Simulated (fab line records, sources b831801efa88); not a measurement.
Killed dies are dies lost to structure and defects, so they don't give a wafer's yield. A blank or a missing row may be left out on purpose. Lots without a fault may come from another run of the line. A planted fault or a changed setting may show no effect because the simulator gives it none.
Chamber matching | flow sky130 | SKY_VIA3_CMP_24 on cmp-01: 4 sister chambers
The step polishes, stops on SiO2, t overpolish 20 s, target thk 0 nm. 14 wafers are shown with their chamber, then 7 later ones without.

WAFERS WITH THEIR CHAMBER
wafer  | chamber | motor_current_A (A) | edge_zone_pressure_frac | overpolish_run_s (s)
L990.1 | 0       | 9.6                 | 0.997                   | 20.016
L990.3 | 3       | 11.3                | 1.007                   | 20.009
L990.6 | 1       | 9.2                 | 0.993                   | 19.994
L991.3 | 2       | 14.6                | 0.998                   | 19.995
L991.4 | 1       | 9.2                 | 1.000                   | 19.982
L991.6 | 2       | 14.6                | 1.002                   | 19.998
L997.2 | 0       | 9.8                 | 0.994                   | 19.995
L997.3 | 1       | 10.1                | 0.995                   | 19.986
L997.6 | 0       | 9.4                 | 0.995                   | 20.016
L999.3 | 3       | 11.5                | 1.001                   | 20.003
L999.4 | 2       | 15.2                | 0.996                   | 19.996
L999.6 | 2       | 14.7                | 0.997                   | 19.998
L106.2 | 1       | 9.6                 | 1.000                   | 20.004
L106.4 | 2       | 15.4                | 0.997                   | 20.009

SIGNATURES (means of the wafers above)
reading                 | chamber 0 | chamber 1 | chamber 2 | chamber 3 | scatter within a chamber
motor_current_A         | 9.600     | 9.525     | 14.900    | 11.400    | 0.347
edge_zone_pressure_frac | 0.99533   | 0.99700   | 0.99800   | 1.00400   | 0.00288
overpolish_run_s        | 20.00900  | 19.99150  | 19.99920  | 20.00600  | 0.0085
Rule: a wafer's distance from a chamber is the root of the sum, over the readings, of the square of ((its reading less the chamber's mean) divided by the reading's scatter). The wafer belongs to the nearest chamber; if the next one is less than 2 further off, it can't be placed. The scatter: the root of (the sum of the squares of (reading less its chamber's mean) over the shown wafers, divided by (wafers less chambers)).

WAFERS WITHOUT THEIR CHAMBER
wafer  | motor_current_A (A) | edge_zone_pressure_frac | overpolish_run_s (s)
L106.5 | 15.1                | 0.995                   | 19.986
L109.1 | 9.6                 | 0.998                   | 19.995
L109.3 | 11.8                | 1.004                   | 20.000
L109.4 | 9.7                 | 0.999                   | 20.000
L112.2 | 9.5                 | 1.004                   | 20.014
L112.5 | 9.5                 | 0.998                   | 19.991
L112.6 | 9.5                 | 1.002                   | 19.998

WHICH CHAMBER EACH WENT THROUGH
wafer  | from the rows above     | in truth
L106.5 | 2                       | 2
L109.1 | can't be placed: 1 or 0 | 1
L109.3 | 3                       | 3
L109.4 | can't be placed: 1 or 0 | 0
L112.2 | can't be placed: 0 or 1 | 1
L112.5 | can't be placed: 1 or 0 | 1
L112.6 | can't be placed: 1 or 0 | 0
Placed correctly: 2 of 7. Can't be placed from these rows: 5 (the true chamber is among the candidates in 5). Placed wrongly: 0.
